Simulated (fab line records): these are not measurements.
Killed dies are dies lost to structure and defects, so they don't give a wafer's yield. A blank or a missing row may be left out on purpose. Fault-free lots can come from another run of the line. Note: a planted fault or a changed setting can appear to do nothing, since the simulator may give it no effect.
fab line records	flow sky130
record: lots: 10	wafers: 30	last_day: 50
route steps=708 shown METAL2@485 METAL4@634 PAD_OPEN@708
lots untouched by any fault: they come from a run of this same line in which no faults occurred
start_h: hours from the record's opening day to when the first of the lot's shown wafers began	wait_h: hours from the lot's prior step to this one	" repeats the value in the row above	L1.1+2: a row that stands for several wafers	- either no value or no given start	* or withheld: withheld	< > ~ a bound
route shown NAME@n: a module of which the file shows steps, and the number in the route of the first	usual: mean and standard deviation over wafers with no fault	same: alike in all rows	chamber/n: place in a boat	sites: readings site by site	_std_site: standard deviation of those values	_edge_site: mean of outer sites minus mean of inner sites	radius_mm: for every site, how far away it sits from the centre of the wafer	mask NAME#n: copy n	behind: tool/chamber where the wafer was last shaped	hold: what put the lot on hold/how long, in hours/how the hold closed	device: whichever transistor did not switch (one of n, p or np)	end of line: tests run on the same wafers once the route is complete	a step without rows: its recipe alone	killed: dies lost to structure and defects at the first sort, not the wafer's yield	map: a wafer's dies, x killed, . not, _ none there
set.NAME: the setting as run; set.NAME@STEP: as run at that earlier step	model.NAME: the simulator's own value behind a step, which no gauge read
route steps across a sampled set of lots; one table per step, one row per wafer
services: a tool's chamber out of use, with start hour (start_h, from the record's first day; less than 0 if before it), hours out, and reason
== steps ==
step: SKY_METAL2_SPUTTER_02
recipe: material: AlCu	target_thk_nm: 250	power_w: 10600	time_s: 13.3	chamber_pressure_pa: 0.4
usual: throttle_valve_pct: 29.7/0.82
lot.wafer	tool	chamber	start_h	wait_h	throttle_valve_pct
L548.2	pvd_sputter-01	-	782.81	0.0	30.3
L548.4	"	-	"	"	30.8
L548.5	"	-	"	"	30.7
L552.1	pvd_sputter-01	-	856.81	0.0	28.1
L552.3	"	-	"	"	31.0
L552.6	"	-	"	"	30.3
L553.1	pvd_sputter-03	-	864.60	0.0	29.4
L553.4	"	-	"	"	30.8
L553.6	"	-	"	"	30.5
L555.2	pvd_sputter-03	-	872.54	0.0	29.4
L555.5	"	-	"	"	29.4
L555.6	"	-	"	"	30.5
L554.2	pvd_sputter-02	-	874.01	0.0	29.9
L554.3	"	-	"	"	29.7
L554.5	"	-	"	"	29.7
L563.1	pvd_sputter-02	-	924.37	0.0	30.8
L563.2	"	-	"	"	29.4
L563.3	"	-	"	"	28.4
L562.1	pvd_sputter-02	-	928.25	0.0	29.8
L562.5	"	-	"	"	29.8
L562.6	"	-	"	"	29.8
L564.1	pvd_sputter-02	-	938.28	0.0	30.0
L564.3	"	-	"	"	29.3
L564.6	"	-	"	"	28.8
L566.2	pvd_sputter-02	-	944.27	0.0	30.7
L566.4	"	-	"	"	28.7
L566.6	"	-	"	"	28.7
L569.2	pvd_sputter-03	-	954.81	0.0	30.5
L569.4	"	-	"	"	29.5
L569.5	"	-	"	"	30.3
step: SKY_METAL2_THK_MEAS_06
recipe: thk_meas_gauge: xrf	reads: AlCu_of_METAL2_SPUTTER_02
usual: METAL2_ALCU_THK: 249.7/2.8
lot.wafer	tool	chamber	start_h	wait_h	METAL2_ALCU_THK[nm]
L548.2	film_metro-02	-	783.03	0.1	246.6
L548.4	"	-	"	"	249.8
L548.5	"	-	"	"	248.8
L552.1	film_metro-04	-	857.02	0.1	250.2
L552.3	"	-	"	"	249.0
L552.6	"	-	"	"	248.6
L553.1	film_metro-01	-	864.81	0.1	251.6
L553.4	"	-	"	"	248.7
L553.6	"	-	"	"	249.6
L555.2	film_metro-04	-	872.76	0.1	245.3
L555.5	"	-	"	"	250.6
L555.6	"	-	"	"	248.8
L554.2	film_metro-04	-	874.23	0.1	244.5
L554.3	"	-	"	"	247.4
L554.5	"	-	"	"	248.4
L563.1	film_metro-01	-	924.58	0.1	251.9
L563.2	"	-	"	"	253.8
L563.3	"	-	"	"	248.0
L562.1	film_metro-01	-	928.46	0.1	251.5
L562.5	"	-	"	"	256.0
L562.6	"	-	"	"	251.4
L564.1	film_metro-02	-	938.49	0.1	244.3
L564.3	"	-	"	"	248.5
L564.6	"	-	"	"	245.9
L566.2	film_metro-01	-	944.49	0.1	253.3
L566.4	"	-	"	"	253.7
L566.6	"	-	"	"	252.6
L569.2	film_metro-02	-	955.03	0.1	249.2
L569.4	"	-	"	"	251.6
L569.5	"	-	"	"	249.9
step: SKY_METAL2_CD_MEAS_15
recipe: target_cd_nm: 140
usual: cd_nm: 140.7/1.6
lot.wafer	tool	chamber	start_h	wait_h	cd_nm
L548.2	cd_sem-02	-	810.46	-	141.1
L548.4	"	-	"	"	141.6
L548.5	"	-	"	"	141.1
L552.1	cd_sem-01	-	883.59	-	142.6
L552.3	"	-	"	"	142.7
L552.6	"	-	"	"	143.3
L553.1	cd_sem-01	-	890.65	-	141.8
L553.4	"	-	"	"	142.4
L553.6	"	-	"	"	141.8
L555.2	cd_sem-01	-	897.66	-	140.2
L555.5	"	-	"	"	140.4
L555.6	"	-	"	"	141.2
L554.2	cd_sem-01	-	899.81	-	141.0
L554.3	"	-	"	"	141.3
L554.5	"	-	"	"	141.2
L563.1	cd_sem-02	-	949.04	-	138.4
L563.2	"	-	"	"	139.2
L563.3	"	-	"	"	137.6
L562.1	cd_sem-01	-	952.34	-	139.2
L562.5	"	-	"	"	139.4
L562.6	"	-	"	"	139.7
L564.1	cd_sem-01	-	962.89	-	140.6
L564.3	"	-	"	"	140.2
L564.6	"	-	"	"	142.7
L566.2	cd_sem-01	-	968.73	-	140.0
L566.4	"	-	"	"	139.3
L566.6	"	-	"	"	140.2
L569.2	cd_sem-01	-	978.92	-	140.2
L569.4	"	-	"	"	139.7
L569.5	"	-	"	"	139.7
step: SKY_METAL4_METAL_ETCH_18
recipe: target_depth_a: 8450	stop_on: SiO2	over_etch_frac: 0.3	time_s: 183.1	chemistry: Cl2/BCl3	resist_sidewall_deg: 88	pressure_mtorr: 10	icp_w: 900	bias_w: 48.5	Cl2_flow_sccm: 60	bcl3_flow_sccm: 30
usual: bcl3_flow_sccm: 30.01/0.086	bias_w: 48.53/0.14	drypump_motor_current_A: 5.7/0.59	he_backside_leak_sccm: 3.27/0.18	mfc_cl2_sccm: 60.01/0.17	oes_product_au: 0.865/0.0063	rf_fwd_power_W: 897.3/2.5	throttle_valve_pct: 22.264/0.0084
lot.wafer	tool	chamber	start_h	wait_h	bcl3_flow_sccm	bias_w	drypump_motor_current_A	he_backside_leak_sccm	mfc_cl2_sccm	oes_product_au	rf_fwd_power_W	rf_hours_counter_h	throttle_valve_pct
L548.2	rie_metal-03	0	970.88	0.0	29.96	48.57	6.5	3.50	60.09	0.863	895.4	9	22.261
L548.4	"	0	"	"	29.93	48.45	6.5	3.03	59.99	0.867	901.2	-	22.271
L548.5	"	0	"	"	30.03	48.46	6.5	3.16	59.90	0.866	897.5	-	22.262
L552.1	rie_metal-01	0	1036.24	0.0	30.07	48.64	4.9	3.37	60.19	0.873	897.5	21	22.257
L552.3	"	1	"	"	29.98	48.75	5.8	3.48	60.17	0.875	898.2	-	22.270
L552.6	"	1	"	"	30.07	48.81	5.8	3.40	60.02	0.870	893.4	-	22.268
L553.1	rie_metal-03	0	1040.44	0.0	29.94	48.46	6.5	3.39	60.17	0.871	899.5	12	22.254
L553.4	"	0	"	"	29.87	48.58	6.5	3.36	59.91	0.872	898.4	-	22.265
L553.6	"	0	"	"	29.87	48.47	6.5	3.27	60.30	0.865	898.9	-	22.271
L555.2	rie_metal-03	0	1046.44	0.0	-	-	-	-	-	-	-	-	-
L555.5	"	0	"	"	-	-	-	-	-	-	-	-	-
L555.6	"	1	"	"	-	-	-	-	-	-	-	-	-
L554.2	rie_metal-03	0	1048.11	0.0	-	-	-	-	-	-	-	-	-
L554.3	"	0	"	"	-	-	-	-	-	-	-	-	-
L554.5	"	0	"	"	-	-	-	-	-	-	-	-	-
L563.1	rie_metal-01	0	1092.33	0.0	29.99	48.52	4.9	3.59	59.76	0.859	897.6	25	22.256
L563.2	"	1	"	"	29.89	48.15	5.8	3.39	59.80	0.859	901.0	13	22.261
L563.3	"	1	"	"	30.04	48.46	5.8	3.23	59.87	0.856	896.6	-	22.252
L562.1	rie_metal-04	0	1094.71	0.0	29.93	48.46	5.1	3.19	60.07	0.858	892.4	25	22.269
L562.5	"	0	"	"	30.04	48.79	5.1	3.25	59.76	0.855	894.1	-	22.254
L562.6	"	1	"	"	30.02	48.51	6.2	3.30	60.39	0.863	899.6	-	22.261
L564.1	rie_metal-01	1	1104.14	0.0	29.94	48.58	5.8	3.23	59.97	0.867	895.9	14	22.260
L564.3	"	1	"	"	29.96	48.52	5.8	3.28	59.98	0.851	898.4	-	22.270
L564.6	"	1	"	"	30.09	48.71	5.8	3.21	59.72	0.872	897.5	-	22.265
L566.2	rie_metal-01	0	1106.54	0.0	30.05	48.30	4.9	3.25	60.15	0.865	902.3	26	22.269
L566.4	"	0	"	"	29.99	48.48	4.9	3.56	60.31	0.855	899.8	-	22.285
L566.6	"	0	"	"	30.17	48.49	4.9	3.31	60.01	0.861	899.9	-	22.268
L569.2	rie_metal-04	0	1119.65	0.0	30.09	48.52	5.0	3.09	59.52	0.864	894.3	27	22.252
L569.4	"	0	"	"	29.94	48.51	5.1	3.25	59.73	0.868	892.9	-	22.267
L569.5	"	1	"	"	30.02	48.63	6.2	3.11	60.33	0.857	895.1	-	22.260
step: SKY_METAL4_STRIP_19
recipe: chemistry: O2/N2	power_w: 1400	pressure_mtorr: 1500	platen_temp_c: withheld	o2_flow_sccm: 3000	n2_flow_sccm: 300	overash_fraction: 0.5
usual: drypump_motor_current_A: 5.6/0.51	oes_product_au: 0.499/0.0054	strip_time_to_endpoint_s: 6.47/0.079
lot.wafer	tool	chamber	start_h	wait_h	drypump_motor_current_A	oes_product_au	rf_hours_counter_h	strip_time_to_endpoint_s
L548.2	plasma_asher-02	1	971.06	0.1	4.8	0.506	113	6.57
L548.4	"	0	"	"	6.1	0.503	-	6.55
L548.5	"	0	"	"	6.1	0.506	-	6.55
L552.1	plasma_asher-03	1	1036.42	0.1	6.2	0.501	62	6.51
L552.3	"	0	"	"	5.8	0.501	-	6.55
L552.6	"	0	"	"	5.8	0.501	-	6.59
L553.1	plasma_asher-01	1	1040.80	0.3	5.5	0.496	29	6.43
L553.4	"	0	"	"	5.3	0.498	-	6.44
L553.6	"	0	"	"	5.3	0.494	-	6.44
L555.2	plasma_asher-03	0	1046.62	0.1	5.8	0.714	63	11.84
L555.5	"	0	"	"	5.8	0.705	-	11.85
L555.6	"	1	"	"	6.2	0.708	-	11.81
L554.2	plasma_asher-02	0	1048.29	0.1	6.1	0.713	120	11.85
L554.3	"	0	"	"	6.1	0.714	-	11.82
L554.5	"	1	"	"	4.8	0.714	-	11.82
L563.1	plasma_asher-03	1	1092.51	0.1	6.2	0.491	67	6.46
L563.2	"	0	"	"	5.8	0.498	67	6.47
L563.3	"	0	"	"	5.8	0.497	-	6.50
L562.1	plasma_asher-02	0	1094.89	0.1	6.1	0.495	3	6.40
L562.5	"	1	"	"	4.8	0.497	-	6.41
L562.6	"	0	"	"	6.0	0.497	-	6.45
L564.1	plasma_asher-03	1	1104.32	0.1	6.2	0.494	68	6.44
L564.3	"	0	"	"	5.8	0.499	-	6.48
L564.6	"	0	"	"	5.8	0.501	-	6.50
L566.2	plasma_asher-01	1	1106.72	0.1	5.5	0.502	36	6.51
L566.4	"	0	"	"	5.3	0.506	-	6.50
L566.6	"	0	"	"	5.3	0.494	-	6.46
L569.2	plasma_asher-02	1	1119.83	0.1	4.8	0.495	5	6.31
L569.4	"	0	"	"	6.1	0.494	-	6.38
L569.5	"	1	"	"	4.8	0.496	-	6.35
step: SKY_PAD_OPEN_PROBE_99
usual: defect_limited_yield: 82.5/1.9	killed_at_M0_to_M3: 42/6.4	killed_at_M4_up: 2.9/1.7	killed_at_contacts: 25/5.2	killed_at_front_end: 16/4.4	killed_at_other: 0.4/0.65	killed_dies: 86/9.2	killed_on_rim: 17/3.9	killed_open: 47/6.6	killed_short: 39/5.8	sort_bin_3_pad_short: 0.9/0.42	sort_bin_5_function: 10.4/1.5	sort_bin_6_memory: 6.3/1	sort_n_pass: 406/9.2	sort_yield_pct: 82.5/1.9
same: gross_dies: 492	killed_at_back_side: 0	sort_bin_4_leakage[%]: 0	sort_bin_8_speed[%]: 0
lot.wafer	tool	chamber	start_h	wait_h	defect_limited_yield[%]	killed_at_M0_to_M3	killed_at_M4_up	killed_at_contacts	killed_at_front_end	killed_at_other	killed_dies	killed_on_rim	killed_open	killed_short	sort_bin_3_pad_short[%]	sort_bin_5_function[%]	sort_bin_6_memory[%]	sort_n_pass	sort_yield_pct[%]
L555.2	prober-02	-	1137.01	0.1	0	34	426	11	19	2	492	96	35	31	1.2	94.5	4.3	0	0
L555.5	prober-02	-	1137.16	0.2	0	44	403	31	13	1	492	96	56	36	0.2	92.5	7.3	0	0
L555.6	prober-02	-	1137.21	0.2	0	43	400	29	20	0	492	96	55	36	1.2	92.9	5.9	0	0
L554.2	prober-01	-	1140.99	0.1	0	40	410	26	16	0	492	96	46	40	0.2	94.1	5.7	0	0
L554.3	prober-01	-	1141.04	0.2	0	43	415	20	14	0	492	96	39	41	1.2	93.7	5.1	0	0
L554.5	prober-01	-	1141.14	0.2	0	40	414	21	16	1	492	96	40	42	1.0	92.3	6.7	0	0
killed by level:class
L555.2 METAL4:area_etch=425 VIA2:geometric_particle:open=9 VIA1:geometric_particle:open=7 FIELD_ISO:geometric_particle:open=5 FIELD_ISO:geometric_particle:short=4 LI_CONTACT:geometric_particle:open=4 VIA1:geometric_particle:short=4 METAL2:geometric_particle:short=4
L555.5 METAL4:area_etch=400 CONTACT:geometric_particle:open=15 VIA1:geometric_particle:open=9 LI_CONTACT:geometric_particle:open=8 VIA2:geometric_particle:open=8 METAL2:geometric_particle:short=6 VIA3:geometric_particle:open=5 POLY_GATE:geometric_particle:short=4
L555.6 METAL4:area_etch=400 VIA1:geometric_particle:open=17 LOCAL_INTERCONNECT:geometric_particle:short=9 CONTACT:geometric_particle:open=8 VIA2:geometric_particle:open=5 FIELD_ISO:geometric_particle:short=4 POLY_GATE:geometric_particle:short=4 POLY_GATE:geometric_particle:open=4
L554.2 METAL4:area_etch=406 CONTACT:geometric_particle:short=11 VIA1:geometric_particle:open=11 VIA3:geometric_particle:open=7 LI_CONTACT:geometric_particle:open=6 CONTACT:geometric_particle:open=5 VIA3:geometric_particle:short=5 FIELD_ISO:geometric_particle:short=4
L554.3 METAL4:area_etch=412 VIA1:geometric_particle:open=9 METAL1:geometric_particle:short=6 CONTACT:geometric_particle:open=6 VIA2:geometric_particle:open=6 LOCAL_INTERCONNECT:geometric_particle:short=5 METAL2:geometric_particle:short=5 POLY_GATE:geometric_particle:open=4
L554.5 METAL4:area_etch=410 VIA1:geometric_particle:open=12 CONTACT:geometric_particle:open=8 VIA1:geometric_particle:short=7 CONTACT:geometric_particle:short=5 VIA2:geometric_particle:open=5 METAL2:geometric_particle:short=5 FIELD_ISO:geometric_particle:open=4
== services ==
tool	chamber	start_h	hours	kind
plasma_asher-01	-	758.94	2.8	repair
rie_metal-03	-	772.63	4.3	pm
plasma_asher-01	-	782.19	2.0	repair
rie_metal-01	1	782.91	13.0	repair
pvd_sputter-03	-	799.77	1.2	repair
pvd_sputter-02	2	827.26	-	consumable_replace:kit
plasma_asher-02	-	833.31	27.9	repair
plasma_asher-02	-	838.22	0.8	repair
rie_metal-03	-	862.05	0.9	repair
rie_metal-03	-	869.71	2.8	pm
plasma_asher-03	-	881.48	0.7	repair
rie_metal-03	-	893.56	0.4	repair
plasma_asher-03	-	936.46	2.5	repair
pvd_sputter-03	-	943.85	3.7	repair
pvd_sputter-02	-	962.07	5.5	repair
plasma_asher-01	-	966.93	14.9	repair
pvd_sputter-01	-	978.72	24.4	repair
rie_metal-01	-	1003.60	1.4	pm
rie_metal-04	1	1017.03	24.3	repair
rie_metal-03	0	1019.29	14.3	repair
rie_metal-03	1	1039.80	2.1	repair
plasma_asher-02	-	1055.25	9.0	pm
plasma_asher-03	-	1067.99	3.6	repair
rie_metal-03	0	1079.82	9.5	repair
== key ==
first_sign: step: SKY_METAL4_METAL_ETCH_18	reading: tool_record	direction: missing
effect: step: SKY_METAL4_STRIP_19	reading: strip_time_to_endpoint_s	direction: up	sigmas: 68	usual: *	struck: *
effect: step: SKY_PAD_OPEN_PROBE_99	reading: killed_at_M4_up	direction: up	sigmas: 99+	usual: 2.9	struck: 411.3
more_kills_born_at: SKY_METAL4_METAL_ETCH_18@rie_metal-03: 2453
met_at SKY_METAL4_METAL_ETCH_18
struck_lots L554,L555
later_rows_left_out L554.2,L554.3,L554.5,L555.2,L555.5,L555.6
not_acting_at SKY_METAL2_SPUTTER_02,SKY_METAL2_THK_MEAS_06,SKY_METAL2_CD_MEAS_15
onset_between 1040.44 1046.44
fault: kind: skipped_step_whole	tool: rie_metal-03	chamber: -	onset_h: 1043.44	steps: SKY_METAL4_METAL_ETCH_18	scope: struck_lots_only
later_rows_left_out: the simulator's readings of these wafers behind a module that went badly wrong aren't trusted and aren't shown, but for the sort
